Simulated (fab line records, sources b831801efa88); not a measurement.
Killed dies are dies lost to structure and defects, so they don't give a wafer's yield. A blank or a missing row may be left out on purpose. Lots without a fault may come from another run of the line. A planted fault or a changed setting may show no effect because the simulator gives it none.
Tool commonality check | flow sky130 | 12 lots, 36 wafers sampled

WHY IT WAS OPENED
At SKY_NWELL_RS_MEAS_29 the reading NWELL_RS is flagged on 2 of 12 lots. Wafers without a fault read 624.6 ohm/sq, standard deviation 1.9.
Rule: a lot is flagged when every wafer of it that has a number lies more than 4 standard deviations from that mean, or none has a number. The other lots count as sound.

lot  | measured     | on            | NWELL_RS (ohm/sq), wafer by wafer | flag
L292 | day 5 12:17  | film_metro-01 | 622.9 623.7 622.6                 |
L294 | day 5 22:59  | film_metro-04 | 622.2 621.8 622.0                 |
L295 | day 6 07:19  | film_metro-04 | 624.8 623.7 625.3                 |
L297 | day 6 20:13  | film_metro-01 | 626.5 625.5 624.2                 |
L298 | day 7 02:59  | film_metro-01 | 623.3 627.6 623.2                 |
L299 | day 7 06:53  | film_metro-04 | 623.7 625.9 626.0                 |
L300 | day 7 12:23  | film_metro-04 | 625.3 626.4 626.9                 |
L308 | day 9 14:17  | film_metro-03 | 641.6 643.0 642.0                 | FLAGGED
L310 | day 10 04:04 | film_metro-04 | 638.2 639.3 639.2                 | FLAGGED
L311 | day 10 09:24 | film_metro-01 | 623.8 624.1 624.2                 |
L313 | day 10 19:14 | film_metro-04 | 625.4 622.6 624.5                 |
L314 | day 11 11:00 | film_metro-03 | 625.9 628.7 626.0                 |
The numbers of the flagged lots are 640.5 ohm/sq on average: +15.9 ohm/sq against the usual, or +8 standard deviations.

WHICH TOOL RAN EACH LOT
The record holds 2 process steps before the reading, out of a route of 708 steps. In each cell: the tool, then ch and the chambers that the sampled wafers went through, then the start.
lot  | flag    | SKY_FIELD_ISO_ETCH_14             | SKY_NWELL_IMPLANT_11
L292 |         | rie_diel-02 ch 0,2,3, day 2 10:01 | implanter-03 ch 0, day 4 17:44
L294 |         | rie_diel-03 ch 0,1,3, day 2 19:26 | implanter-03 ch 0, day 5 04:20
L295 |         | rie_diel-02 ch 0,1,2, day 3 03:28 | implanter-02 ch 0, day 5 12:12
L297 |         | rie_diel-03 ch 0,1,3, day 3 13:29 | implanter-01 ch 0, day 6 00:19
L298 |         | rie_diel-02 ch 0,3, day 3 17:37   | implanter-02 ch 0, day 6 06:59
L299 |         | rie_diel-03 ch 0,2, day 3 22:28   | implanter-03 ch 0, day 6 10:56
L300 |         | rie_diel-02 ch 0,1,2, day 4 02:35 | implanter-03 ch 0, day 6 15:58
L308 | FLAGGED | rie_diel-04 ch 0,1,3, day 5 20:20 | implanter-03 ch 0, day 8 15:47
L310 | FLAGGED | rie_diel-02 ch 0,3, day 6 09:02   | implanter-03 ch 0, day 9 05:04
L311 |         | rie_diel-02 ch 0,1,2, day 6 12:18 | implanter-02 ch 0, day 9 09:59
L313 |         | rie_diel-04 ch 0,2,3, day 6 23:26 | implanter-01 ch 0, day 9 19:56
L314 |         | rie_diel-03 ch 1,2, day 7 06:29   | implanter-02 ch 0, day 10 09:56
What these steps do:
- SKY_FIELD_ISO_ETCH_14: etches BARC in N2/H2, stops on SiO2, time 45.9 s, target depth 60 nm.
- SKY_NWELL_IMPLANT_11
- SKY_NWELL_RS_MEAS_29: measures by four-point-probe.

FLAGGED OVER TOTAL, TOOL BY TOOL (the gauges that took the reading come last)
step                  | tool          | lots run | flagged | share of the flagged lots | sound lots run after its first flagged lot
SKY_FIELD_ISO_ETCH_14 | rie_diel-02   | 6        | 1       | some                      | 1 (L311)
SKY_FIELD_ISO_ETCH_14 | rie_diel-03   | 4        | 0       | none                      | -
SKY_FIELD_ISO_ETCH_14 | rie_diel-04   | 2        | 1       | some                      | 1 (L313)
SKY_NWELL_IMPLANT_11  | implanter-01  | 2        | 0       | none                      | -
SKY_NWELL_IMPLANT_11  | implanter-02  | 4        | 0       | none                      | -
SKY_NWELL_IMPLANT_11  | implanter-03  | 6        | 2       | all                       | 0
SKY_NWELL_RS_MEAS_29  | film_metro-01 | 4        | 0       | none                      | -
SKY_NWELL_RS_MEAS_29  | film_metro-03 | 2        | 1       | some                      | 1 (L314)
SKY_NWELL_RS_MEAS_29  | film_metro-04 | 6        | 1       | some                      | 1 (L313)

WHAT THE TABLE ALLOWS
1 row of the table ran every flagged lot: implanter-03 at SKY_NWELL_IMPLANT_11.
- implanter-03 at SKY_NWELL_IMPLANT_11: 2 of its 6 lots flagged. Its last sound lot is L300 (day 6 15:58), its first flagged lot L308 (day 8 15:47): a fault that began between those two fits. Its own readings lie more than 4 standard deviations out on every wafer of the flagged lots: beam_energy_keV.
One tool is left: implanter-03 at SKY_NWELL_IMPLANT_11.

WHAT THE SIMULATOR HAD PUT IN
Process parameter drift: implanter-03, from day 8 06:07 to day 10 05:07, at SKY_NWELL_IMPLANT_11. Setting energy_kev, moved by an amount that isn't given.
Lots struck among those shown: L308, L310. The rule above found the same.
